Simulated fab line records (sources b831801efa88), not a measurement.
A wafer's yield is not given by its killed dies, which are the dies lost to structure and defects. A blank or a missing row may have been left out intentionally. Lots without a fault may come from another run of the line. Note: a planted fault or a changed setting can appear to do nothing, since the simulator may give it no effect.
A struck lot beside a sound one	flow sky130	43 out of 708 route steps
Sound: the wafers L242.3, L242.4, L242.5. Wafers struck: L260.1, L260.3, L260.4. The cause comes at the end.
Per side, at each step with rows, come the tool, then ch with its chambers, and then its first start. Under that, the readings that differ: sound wafers	struck wafers	difference of the means	sigmas: that difference in standard deviations of wafers without a fault.
alike: words and numbers the same on both sides, and readings whose means are apart by under 2 such deviations; not compared: readings that were withheld, readings missing a value for some wafer, numbers with overlapping values and no deviation given by the record, and bounds like >300 which may hide the same value.
Wherever a step has rows on one side only, a row that says differs or no value, or a row with sigmas, the two part there. When numbers do not overlap yet have no deviation, they are printed without sigmas and do not part them. Lack of a reading on every wafer of one side parts them only where that side has two or more wafers.

first, 3 steps without rows for these wafers: SKY_FIELD_ISO_CLEAN_20 (cleans in dHF, time 20 s); SKY_FIELD_ISO_WET_ETCH_21 (etches SiO2 in dHF, target depth 20 nm, time 400 s); SKY_FIELD_ISO_OXIDATION_22 (stabilise 600 s, purge 300 s, target thk 10 nm).
SKY_FIELD_ISO_THK_MEAS_23:
  sound on film-metro-03 at day 2 23:50; struck on film-metro-01 at day 6 20:52
  alike: FIELD_ISO_OXIDATION_01_THK
then, 1 step without rows for these wafers: SKY_FIELD_ISO_CVD_24 (deposits SiO2, target thk 595 nm, time 99.2 s).
SKY_FIELD_ISO_THK_MEAS_25:
  sound on film-metro-02 at day 2 23:58; struck on film-metro-01 at day 6 20:59
  alike: FIELD_ISO_CVD_24_THK
then, 1 step without rows for these wafers: SKY_FIELD_ISO_ANNEAL_26 (time 1800 s).
SKY_FIELD_ISO_CMP_27: polishes, stops on Si3N4, t overpolish 16 s, target thk 457.8 nm.
  sound on cmp-01 ch 0,1,3, day 3 01:35; struck on cmp-01 ch 0,2,3, day 7 03:49
  alike: motor-current-A, overpolish-run-s, time-to-endpoint-s
then, 4 steps without rows for these wafers: SKY_FIELD_ISO_WET_ETCH_28 (etches SiO2 in dHF, target depth 23.7 nm, time 47 s); SKY_FIELD_ISO_WET_ETCH_29 (etches Si3N4 in H3PO4, target depth 160 nm, time 1825 s); SKY_FIELD_ISO_WET_ETCH_30 (etches SiO2 in dHF, target depth 25 nm, time 50 s); SKY_NWELL_CLEAN_00 (cleans in SC1/SC2, time 150 s).
SKY_NWELL_OXIDATION_01: stabilise 600 s, purge 300 s, target thk 10 nm.
  sound on furnace-01 ch 0, day 3 02:27; struck on furnace-02 ch 0, day 7 06:51
reading	sound	struck	difference	sigmas
zone-power-bottom-pct (%)	31.4 30.8 31.0	27.0 26.3 26.6	-4.4	-2
  alike: spike-tc-bottom-C
SKY_NWELL_THK_MEAS_02:
  sound on film-metro-02 at day 3 03:52; struck on film-metro-02 at day 7 08:14
reading	sound	struck	difference	sigmas
NWELL_OXIDATION_THK (nm)	9.60 9.61 9.59	10.14 10.24 10.27	+0.62	+3
then, 8 steps without rows for these wafers: SKY_DNWELL_DEHYDRATE_00 (time 60 s); SKY_DNWELL_HMDS_01 (prime time 60 s); SKY_DNWELL_COAT_02 (resist thk 3000 nm); SKY_DNWELL_SOFTBAKE_03; SKY_DNWELL_EXPOSE_04 (exposes mask DNM, target cd 3000 nm); SKY_DNWELL_PEB_05; SKY_DNWELL_DEVELOP_06 (develop time 60 s); SKY_DNWELL_IMPLANT_07.
SKY_DNWELL_STRIP_08: strips in O2/N2.
  sound on plasma-asher-02 ch 0,1, day 3 19:51; struck on plasma-asher-04 ch 0,1, day 8 03:39
  alike: drypump-motor-current-A, oes-product-au, strip-time-to-endpoint-s
  not compared: rf-hours-counter-h
SKY_DNWELL_TW_MEAS_09:
  sound on film-metro-04 at day 3 19:56; struck on film-metro-04 at day 8 03:45
  alike: DNWELL_TW
then, 7 steps without rows for these wafers: SKY_PWDE_DEHYDRATE_00 (time 60 s); SKY_PWDE_HMDS_01 (prime time 60 s); SKY_PWDE_COAT_02 (resist thk 3000 nm); SKY_PWDE_SOFTBAKE_03; SKY_PWDE_EXPOSE_04 (exposes mask PWDEM, target cd 840 nm); SKY_PWDE_PEB_05; SKY_PWDE_DEVELOP_06 (develop time 60 s).
SKY_PWDE_OVL_MEAS_07:
  sound on overlay-02 at day 4 12:47; struck on overlay-02 at day 9 00:59
  alike: PWDE_OVL
after that, 1 step had no rows for these wafers: SKY_PWDE_IMPLANT_08.
SKY_PWDE_STRIP_09: strips in O2/N2.
  sound on plasma-asher-01 ch 0,1, day 4 12:59; struck on plasma-asher-03 ch 0,1, day 9 01:11
  alike: drypump-motor-current-A, oes-product-au, strip-time-to-endpoint-s
  not compared: rf-hours-counter-h
SKY_PWDE_TW_MEAS_10:
  sound on film-metro-02 at day 4 13:04; struck on film-metro-03 at day 9 01:17
reading	sound	struck	difference	sigmas
PWDE_TW	374 376 374	367 364 365	-9	-2
then, 7 steps without rows for these wafers: SKY_NWELL_DEHYDRATE_03 (time 60 s); SKY_NWELL_HMDS_04 (prime time 60 s); SKY_NWELL_COAT_05 (resist thk 3000 nm); SKY_NWELL_SOFTBAKE_06; SKY_NWELL_EXPOSE_07 (exposes mask NWM, target cd 840 nm); SKY_NWELL_PEB_08; SKY_NWELL_DEVELOP_09 (develop time 60 s).
-- the record jumps here: 42 days lie between the struck wafers' starts before and after (it left off in module NWELL and takes up again in module PAD_OPEN, whose first step shown is number 708 of the route) --
SKY_PAD_OPEN_PROBE_99:
  sound on prober-02 at day 46 09:05; struck on prober-01 at day 50 20:05
reading	sound	struck	difference	sigmas
killed-at-front-end	12 9 13	152 165 153	+145	+35
killed-dies	86 67 92	237 230 232	+151	+15
killed-on-rim	17 15 22	46 40 41	+24	+6
  alike: killed_at_M0_to_M3, killed_at_M4_up, killed-at-contacts, killed-at-other, killed-open, killed-short

WHERE THEY PART
At SKY_NWELL_OXIDATION_01 first; at SKY_PAD_OPEN_PROBE_99 last (within this record only).

WHY: the cause the simulator had injected
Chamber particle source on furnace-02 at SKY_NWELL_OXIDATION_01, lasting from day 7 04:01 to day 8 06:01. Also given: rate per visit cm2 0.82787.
